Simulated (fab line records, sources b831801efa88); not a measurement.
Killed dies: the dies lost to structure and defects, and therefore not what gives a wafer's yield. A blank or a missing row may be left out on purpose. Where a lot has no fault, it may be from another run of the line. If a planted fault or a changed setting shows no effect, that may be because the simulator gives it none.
fab line records | flow sky130
[record] lots = 12 wafers = 36 last_day = 50
route steps=708 shown METAL2@485 PAD_OPEN@708
lots that met no fault: from a run of the same line without faults
start_h: hours from the record's first day to the start of the lot's first wafer shown | wait_h: how many hours have passed since the lot's step before this one | " unchanged from the row above | L1.1+2: a row that stands for several wafers | - no value, or no start was given | * or withheld: withheld | < > ~ a bound
route shown NAME@n: a module of which the file shows steps, and the number in the route of the first | usual: mean and standard deviation over wafers with no fault | same: alike in all rows | chamber/n: place in a boat | sites: the reading at each site | _std_site: their standard deviation | _edge_site: the outer-site mean with the inner-site mean subtracted | radius_mm: how far each site lies from the wafer's centre | mask NAME#n: copy n | behind: the most recent tool/chamber to have shaped the wafer | hold: why the lot went on hold/how many hours it stayed there/how the hold came to an end | device: whichever transistor did not switch (one of n, p or np) | end of line: the route-end tests of the same wafers | step lacking rows: just its recipe | killed: dies that structure and defects cost at the first sort, which is not the same as the wafer's yield | map: the dies of a wafer, with x for killed, . for not killed, _ for no die there
set.NAME: the setting the step ran with; set.NAME@STEP: the setting that earlier step ran with | model.NAME: the simulator's own value behind a step, which no gauge read
one table for each step of the route and one row for each wafer, over a sample of lots
services: a tool's chamber out of use, with start hour (start_h, from the record's first day; less than 0 if before it), hours out, and reason
[[steps]]
[step SKY_METAL2_SPUTTER_02]
[recipe] material = AlCu target_thk_nm = 250 power_w = 10600 time_s = 13.3 chamber_pressure_pa = 0.4
[usual] throttle_valve_pct = 30.1/0.8
// columns lot.wafer tool chamber start_h wait_h throttle_valve_pct
L249.1 pvd_sputter-02 - 803.34 0.0 30.2
L249.3 " - " " 31.1
L249.5 " - " " 28.9
L255.1 pvd_sputter-01 - 862.37 0.0 29.0
L255.4 " - " " 30.4
L255.5 " - " " 28.8
L254.3 pvd_sputter-01 - 864.89 0.0 28.9
L254.4 " - " " 29.9
L254.5 " - " " 28.9
L258.2 pvd_sputter-01 - 893.49 0.0 30.0
L258.5 " - " " 29.6
L258.6 " - " " 29.1
L257.1 pvd_sputter-04 - 895.39 0.0 31.1
L257.2 " - " " 31.2
L257.4 " - " " 30.6
L256.2 pvd_sputter-02 - 898.23 0.0 29.0
L256.4 " - " " 30.9
L256.5 " - " " 29.0
L260.1 pvd_sputter-02 - 910.99 0.0 28.8
L260.3 " - " " 30.8
L260.5 " - " " 30.9
L259.3 pvd_sputter-01 - 917.92 0.0 29.6
L259.4 " - " " 28.9
L259.5 " - " " 29.0
L264.3 pvd_sputter-01 - 930.92 0.0 28.7
L264.4 " - " " 29.6
L264.5 " - " " 28.9
L266.2 pvd_sputter-01 - 938.80 0.0 28.5
L266.3 " - " " 29.8
L266.4 " - " " 29.7
L270.4 pvd_sputter-01 - 955.79 0.0 30.6
L270.5 " - " " 29.8
L270.6 " - " " 29.9
L269.2 pvd_sputter-04 - 959.80 0.0 31.2
L269.3 " - " " 30.1
L269.5 " - " " 31.1
[step SKY_METAL2_RS_MEAS_05]
[recipe] thk_meas_gauge = four-point-probe reads = TiN_of_METAL2_SPUTTER_04+Ti_of_METAL2_SPUTTER_03+AlCu_of_METAL2_SPUTTER_02+TiN_of_METAL2_SPUTTER_01+Ti_of_METAL2_SPUTTER_00
[usual] METAL2_ALCU_RS = 0.1268/0.0012
// columns lot.wafer tool chamber start_h wait_h METAL2_ALCU_RS[ohm/sq]
L249.1 film_metro-02 - 803.43 0.0 0.1276
L249.3 " - " " 0.1280
L249.5 " - " " 0.1295
L255.1 film_metro-04 - 862.46 0.0 0.1261
L255.4 " - " " 0.1260
L255.5 " - " " 0.1260
L254.3 film_metro-03 - 865.02 0.1 0.1265
L254.4 " - " " 0.1262
L254.5 " - " " 0.1269
L258.2 film_metro-04 - 893.60 0.0 0.1266
L258.5 " - " " 0.1269
L258.6 " - " " 0.1260
L257.1 film_metro-03 - 895.48 0.0 0.1269
L257.2 " - " " 0.1270
L257.4 " - " " 0.1267
L256.2 film_metro-03 - 898.34 0.0 0.1301
L256.4 " - " " 0.1280
L256.5 " - " " 0.1286
L260.1 film_metro-02 - 911.08 0.0 0.1263
L260.3 " - " " 0.1258
L260.5 " - " " 0.1273
L259.3 film_metro-04 - 918.05 0.1 0.1262
L259.4 " - " " 0.1261
L259.5 " - " " 0.1253
L264.3 film_metro-03 - 931.05 0.1 0.1253
L264.4 " - " " 0.1255
L264.5 " - " " 0.1245
L266.2 film_metro-02 - 938.91 0.0 0.1265
L266.3 " - " " 0.1269
L266.4 " - " " 0.1274
L270.4 film_metro-02 - 955.93 0.1 0.1274
L270.5 " - " " 0.1267
L270.6 " - " " 0.1272
L269.2 film_metro-03 - 959.91 0.0 0.1242
L269.3 " - " " 0.1241
L269.5 " - " " 0.1247
[step SKY_METAL2_OVL_MEAS_16]
[usual] METAL2_OVL = 2/5.7
// columns lot.wafer tool chamber start_h wait_h METAL2_OVL[nm]
L249.1 overlay-01 - 829.93 0.1 6
L249.3 " - " " 13
L249.5 " - " " 8
L255.1 overlay-01 - 889.32 0.1 -7
L255.4 " - " " -4
L255.5 " - " " -4
L254.3 overlay-01 - 891.75 0.1 2
L254.4 " - " " 6
L254.5 " - " " 7
L258.2 overlay-01 - 919.37 0.1 2
L258.5 " - " " 8
L258.6 " - " " 8
L257.1 overlay-01 - 921.20 0.1 -4
L257.2 " - " " -2
L257.4 " - " " 2
L256.2 overlay-01 - 923.75 0.1 5
L256.4 " - " " 3
L256.5 " - " " 4
L260.1 overlay-01 - 936.07 0.1 -2
L260.3 " - " " -3
L260.5 " - " " -1
L259.3 overlay-01 - 942.70 0.1 0
L259.4 " - " " 0
L259.5 " - " " 0
L264.3 overlay-01 - 956.38 0.1 4
L264.4 " - " " 6
L264.5 " - " " 5
L266.2 overlay-02 - 962.37 0.1 11
L266.3 " - " " 1
L266.4 " - " " 7
L270.4 overlay-01 - 979.78 0.1 1
L270.5 " - " " -4
L270.6 " - " " 4
L269.2 overlay-01 - 983.95 0.1 0
L269.3 " - " " -1
L269.5 " - " " 7
[step SKY_METAL2_STRIP_20]
[recipe] chemistry = O2/N2 power_w = 1400 pressure_mtorr = 1500 platen_temp_c = withheld o2_flow_sccm = 3000 n2_flow_sccm = 300 overash_fraction = 0.5
[usual] drypump_motor_current_A = 5.6/0.45 oes_product_au = 0.341/0.0048 overash_fraction = 0.5/0 strip_time_to_endpoint_s = 2.69/0.033
// columns lot.wafer tool chamber start_h wait_h drypump_motor_current_A oes_product_au overash_fraction rf_hours_counter_h strip_time_to_endpoint_s
L249.1 plasma_asher-04 0 830.33 0.1 5.8 0.328 0.5 9 2.65
L249.3 " 1 " " 5.2 0.336 0.5 - 2.65
L249.5 " 1 " " 5.2 0.342 0.5 - 2.63
L255.1 plasma_asher-03 1 889.54 0.1 6.2 0.351 0.5 45 2.75
L255.4 " 0 " " 5.2 0.342 0.5 - 2.74
L255.5 " 0 " " 5.3 0.341 0.5 - 2.73
L254.3 plasma_asher-03 1 891.99 0.1 6.3 0.340 0.5 - 2.65
L254.4 " 0 " " 5.3 0.334 0.5 - 2.70
L254.5 " 0 " " 5.3 0.340 0.5 - 2.62
L258.2 plasma_asher-04 0 919.59 0.1 5.8 0.343 0.5 18 2.68
L258.5 " 1 " " 5.2 0.341 0.5 - 2.75
L258.6 " 0 " " 5.8 0.348 0.5 - 2.69
L257.1 plasma_asher-04 1 921.42 0.1 5.2 0.342 0.5 18 2.70
L257.2 " 0 " " 5.8 0.338 0.5 18 2.68
L257.4 " 0 " " 5.8 0.342 0.5 - 2.70
L256.2 plasma_asher-04 1 923.96 0.1 5.2 0.339 0.5 18 2.66
L256.4 " 1 " " 5.2 0.340 0.5 - 2.69
L256.5 " 0 " " 5.7 0.340 0.5 - 2.68
L260.1 plasma_asher-03 0 936.29 0.1 5.3 0.341 0.5 50 2.68
L260.3 " 0 " " 5.2 0.350 0.5 - 2.75
L260.5 " 1 " " 6.3 0.343 0.5 - 2.68
L259.3 plasma_asher-03 1 942.94 0.1 6.2 0.336 0.5 - 2.68
L259.4 " 0 " " 5.3 0.339 0.5 - 2.67
L259.5 " 0 " " 5.2 0.334 0.5 - 2.65
L264.3 plasma_asher-03 1 956.62 0.1 6.2 0.338 0.5 - 2.67
L264.4 " 0 " " 5.2 0.344 0.5 - 2.69
L264.5 " 1 " " 6.3 0.340 0.5 - 2.72
L266.2 plasma_asher-04 0 962.77 0.1 5.8 0.336 0.3 22 2.69
L266.3 " 1 " " 5.2 0.344 0.5 - 2.69
L266.4 " 0 " " 5.8 0.337 0.3 - 2.67
L270.4 plasma_asher-03 1 980.02 0.1 6.2 0.341 0.5 - 2.66
L270.5 " 0 " " 5.3 0.345 0.5 - 2.69
L270.6 " 1 " " 6.3 0.335 0.5 - 2.69
L269.2 plasma_asher-04 1 984.16 0.1 5.2 0.345 0.5 24 2.73
L269.3 " 0 " " 5.8 0.336 0.3 - 2.68
L269.5 " 1 " " 5.2 0.347 0.5 - 2.75
[step SKY_PAD_OPEN_PROBE_99]
[usual] defect_limited_yield = 82.1/1.8 killed_at_M0_to_M3 = 44/6.2 killed_at_M4_up = 3.3/1.8 killed_at_contacts = 25/5.8 killed_at_front_end = 15/4 killed_at_other = 0.3/0.49 killed_dies = 88/8.8 killed_open = 48/6.5 killed_short = 39/6.3 sort_bin_3_pad_short = 0.9/0.41 sort_bin_5_function = 10.6/1.4 sort_bin_6_memory = 6.4/1.1 sort_n_pass = 404/8.8 sort_yield_pct = 82.1/1.8
[same] gross_dies = 492 killed_at_back_side = 0 sort_bin_4_leakage[%] = 0 sort_bin_8_speed[%] = 0
// columns lot.wafer tool chamber start_h wait_h defect_limited_yield[%] killed_at_M0_to_M3 killed_at_M4_up killed_at_contacts killed_at_front_end killed_at_other killed_dies killed_open killed_short sort_bin_3_pad_short[%] sort_bin_5_function[%] sort_bin_6_memory[%] sort_n_pass sort_yield_pct[%]
L258.2 prober-01 - 1153.11 0.1 81.7 43 4 19 24 0 90 42 48 0.8 11.0 6.5 402 81.7
L258.5 prober-01 - 1153.26 0.2 82.1 42 5 22 19 0 88 45 43 0.8 10.8 6.3 404 82.1
L258.6 prober-01 - 1153.31 0.2 82.9 43 2 18 21 0 84 51 33 0.6 10.2 6.3 408 82.9
L257.1 prober-02 - 1154.65 0.1 82.3 34 5 29 19 0 87 46 41 0.8 10.6 6.3 405 82.3
L257.2 prober-02 - 1154.70 0.1 83.1 43 0 21 19 0 83 44 39 1.0 10.2 5.7 409 83.1
L257.4 prober-02 - 1154.80 0.2 79.9 48 2 30 19 0 99 61 38 1.0 12.4 6.7 393 79.9
L256.2 prober-01 - 1157.25 0.1 83.5 49 1 17 14 0 81 45 36 0.4 9.1 6.9 411 83.5
L256.4 prober-01 - 1157.35 0.2 81.1 44 6 30 13 0 93 46 47 1.2 9.8 7.9 399 81.1
L256.5 prober-01 - 1157.40 0.2 82.3 44 6 18 18 1 87 45 42 1.4 11.6 4.7 405 82.3
L260.1 prober-02 - 1166.74 0.1 83.9 37 2 24 16 0 79 46 33 1.0 10.6 4.5 413 83.9
L260.3 prober-02 - 1166.84 0.2 80.3 46 4 31 16 0 97 51 46 1.2 11.8 6.7 395 80.3
L260.5 prober-02 - 1166.94 0.2 84.6 39 4 18 15 0 76 49 27 0 9.3 6.1 416 84.6
L270.4 prober-02 - 1200.02 0.2 77.8 47 2 42 18 0 109 46 63 1.2 12.4 8.5 383 77.8
L270.5 prober-02 - 1200.07 0.2 81.1 47 3 20 22 1 93 56 37 0.8 11.0 7.1 399 81.1
L270.6 prober-02 - 1200.12 0.2 80.7 46 5 27 17 0 95 55 40 0.8 12.0 6.5 397 80.7
L269.2 prober-01 - 1201.62 0.1 82.7 40 3 27 15 0 85 44 40 0.4 10.6 6.3 407 82.7
L269.3 prober-01 - 1201.67 0.2 82.9 47 4 23 10 0 84 50 34 0.4 9.1 7.5 408 82.9
L269.5 prober-01 - 1201.77 0.2 81.5 45 3 26 17 0 91 58 32 1.2 10.4 6.9 401 81.5
// killed by level:class
L258.2 FIELD_ISO:geometric_particle:short=10 VIA1:geometric_particle:open=10 CONTACT:geometric_particle:open=8 VIA1:geometric_particle:short=7 LI_CONTACT:geometric_particle:open=6 METAL1:geometric_particle:short=6 VIA3:geometric_particle:open=5 POLY_GATE:geometric_particle:short=4
L258.5 VIA1:geometric_particle:open=12 CONTACT:geometric_particle:open=10 FIELD_ISO:geometric_particle:short=6 LI_CONTACT:geometric_particle:open=6 METAL1:geometric_particle:short=6 VIA1:geometric_particle:short=5 VIA3:geometric_particle:short=5 FIELD_ISO:geometric_particle:open=4
L258.6 VIA1:geometric_particle:open=14 FIELD_ISO:geometric_particle:short=9 CONTACT:geometric_particle:open=8 LI_CONTACT:geometric_particle:open=6 VIA2:geometric_particle:open=6 METAL2:geometric_particle:short=6 FIELD_ISO:geometric_particle:open=4 METAL1:geometric_particle:open=4
L257.1 CONTACT:geometric_particle:open=12 VIA1:geometric_particle:open=11 LI_CONTACT:geometric_particle:open=9 FIELD_ISO:geometric_particle:short=5 FIELD_ISO:geometric_particle:open=5 METAL4:geometric_particle:short=5 SPACER:geometric_particle:short=4 METAL2:geometric_particle:short=4
L257.2 VIA1:geometric_particle:short=11 VIA1:geometric_particle:open=10 CONTACT:geometric_particle:open=9 FIELD_ISO:geometric_particle:short=6 VIA2:geometric_particle:open=6 VIA3:geometric_particle:open=5 SPACER:geometric_particle:short=4 LI_CONTACT:geometric_particle:open=4
L257.4 VIA1:geometric_particle:open=14 CONTACT:geometric_particle:open=12 VIA2:geometric_particle:open=9 CONTACT:geometric_particle:short=8 METAL2:geometric_particle:short=7 FIELD_ISO:geometric_particle:open=6 LI_CONTACT:geometric_particle:open=5 FIELD_ISO:geometric_particle:short=4
L256.2 VIA2:geometric_particle:open=9 VIA1:geometric_particle:open=8 METAL1:geometric_particle:short=7 VIA3:geometric_particle:open=6 LI_CONTACT:geometric_particle:open=5 VIA3:geometric_particle:short=5 FIELD_ISO:geometric_particle:open=4 POLY_GATE:geometric_particle:open=4
L256.4 VIA1:geometric_particle:open=12 LOCAL_INTERCONNECT:geometric_particle:short=10 CONTACT:geometric_particle:open=8 CONTACT:geometric_particle:short=6 VIA2:geometric_particle:open=5 METAL1:geometric_particle:short=5 METAL4:geometric_particle:short=5 METAL2:geometric_particle:short=4
L256.5 VIA1:geometric_particle:open=8 LI_CONTACT:geometric_particle:open=8 METAL1:geometric_particle:short=8 VIA2:geometric_particle:open=8 VIA3:geometric_particle:open=6 VIA3:geometric_particle:short=5 POLY_GATE:geometric_particle:short=4 CONTACT:geometric_particle:open=4
L260.1 CONTACT:geometric_particle:open=9 VIA1:geometric_particle:open=8 VIA2:geometric_particle:open=8 METAL1:geometric_particle:short=6 FIELD_ISO:geometric_particle:open=5 POLY_GATE:geometric_particle:short=5 METAL2:geometric_particle:short=5 LOCAL_INTERCONNECT:geometric_particle:short=5
L260.3 VIA1:geometric_particle:open=10 LOCAL_INTERCONNECT:geometric_particle:short=10 CONTACT:geometric_particle:open=9 METAL3:geometric_particle:short=9 LI_CONTACT:geometric_particle:open=8 VIA2:geometric_particle:open=8 POLY_GATE:geometric_particle:open=5 VIA3:geometric_particle:open=5
L260.5 CONTACT:geometric_particle:open=11 METAL1:geometric_particle:short=7 VIA1:geometric_particle:open=7 VIA2:geometric_particle:open=7 VIA3:geometric_particle:open=6 FIELD_ISO:geometric_particle:open=5 FIELD_ISO:geometric_particle:short=3 POLY_GATE:geometric_particle:open=3
L270.4 CONTACT:geometric_particle:short=11 CONTACT:geometric_particle:open=10 LOCAL_INTERCONNECT:geometric_particle:short=10 VIA1:geometric_particle:open=10 VIA1:geometric_particle:short=9 VIA2:geometric_particle:open=8 POLY_GATE:geometric_particle:short=7 FIELD_ISO:geometric_particle:short=5
L270.5 VIA1:geometric_particle:open=16 CONTACT:geometric_particle:open=9 METAL2:geometric_particle:short=8 POLY_GATE:geometric_particle:open=6 POLY_GATE:geometric_particle:short=5 LI_CONTACT:geometric_particle:open=5 VIA3:geometric_particle:open=5 FIELD_ISO:geometric_particle:short=4
L270.6 CONTACT:geometric_particle:open=11 VIA2:geometric_particle:open=9 VIA1:geometric_particle:open=9 LOCAL_INTERCONNECT:geometric_particle:short=7 LI_CONTACT:geometric_particle:open=6 VIA3:geometric_particle:open=6 VIA1:geometric_particle:short=5 POLY_GATE:geometric_particle:short=4
L269.2 LI_CONTACT:geometric_particle:open=10 VIA3:geometric_particle:short=7 VIA3:geometric_particle:open=7 CONTACT:geometric_particle:open=6 VIA1:geometric_particle:open=6 VIA2:geometric_particle:open=6 FIELD_ISO:geometric_particle:short=5 FIELD_ISO:geometric_particle:open=4
L269.3 VIA1:geometric_particle:open=12 LI_CONTACT:geometric_particle:open=9 CONTACT:geometric_particle:open=8 VIA1:geometric_particle:short=7 VIA2:geometric_particle:open=7 METAL2:geometric_particle:short=5 VIA3:geometric_particle:short=4 POLY_GATE:geometric_particle:short=3
L269.5 VIA1:geometric_particle:open=15 CONTACT:geometric_particle:open=13 VIA2:geometric_particle:open=7 LI_CONTACT:geometric_particle:open=5 METAL3:geometric_particle:short=4 VIA3:geometric_particle:open=4 FIELD_ISO:geometric_particle:open=3 POLY_GATE:geometric_particle:open=3
[[services]]
// columns tool chamber start_h hours kind
pvd_sputter-01 - 791.03 4.0 repair
plasma_asher-04 - 791.93 2.8 repair
pvd_sputter-04 - 793.16 3.3 repair
plasma_asher-03 - 799.73 8.2 pm
pvd_sputter-02 - 830.20 2.3 repair
pvd_sputter-04 - 881.60 1.9 repair
plasma_asher-04 - 885.34 2.8 pm
pvd_sputter-01 - 897.33 13.1 repair
pvd_sputter-01 - 910.19 7.6 repair
pvd_sputter-02 - 940.01 12.7 repair
pvd_sputter-04 - 942.93 7.2 repair
plasma_asher-03 - 949.37 2.8 pm
plasma_asher-03 - 970.23 1.9 repair
[[key]]
[first_sign] step = SKY_METAL2_STRIP_20 reading = overash_fraction direction = down sigmas = 99+ usual = 0.5 struck = 0.3
effect none on later readings
met_at SKY_METAL2_STRIP_20
struck_lots L266,L269
struck_wafers L266.2,L266.4,L269.3
not_acting_at SKY_METAL2_SPUTTER_02,SKY_METAL2_RS_MEAS_05,SKY_METAL2_OVL_MEAS_16
onset_between 923.96 962.77
[fault] kind = process_parameter_drift tool = plasma_asher-04 chamber = 0 onset_h = 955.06 steps = SKY_METAL2_STRIP_20 channel = overash_fraction offset = -0.2 shape = step end_h = 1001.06 acts_in = these_recipes_only stated = 0.5
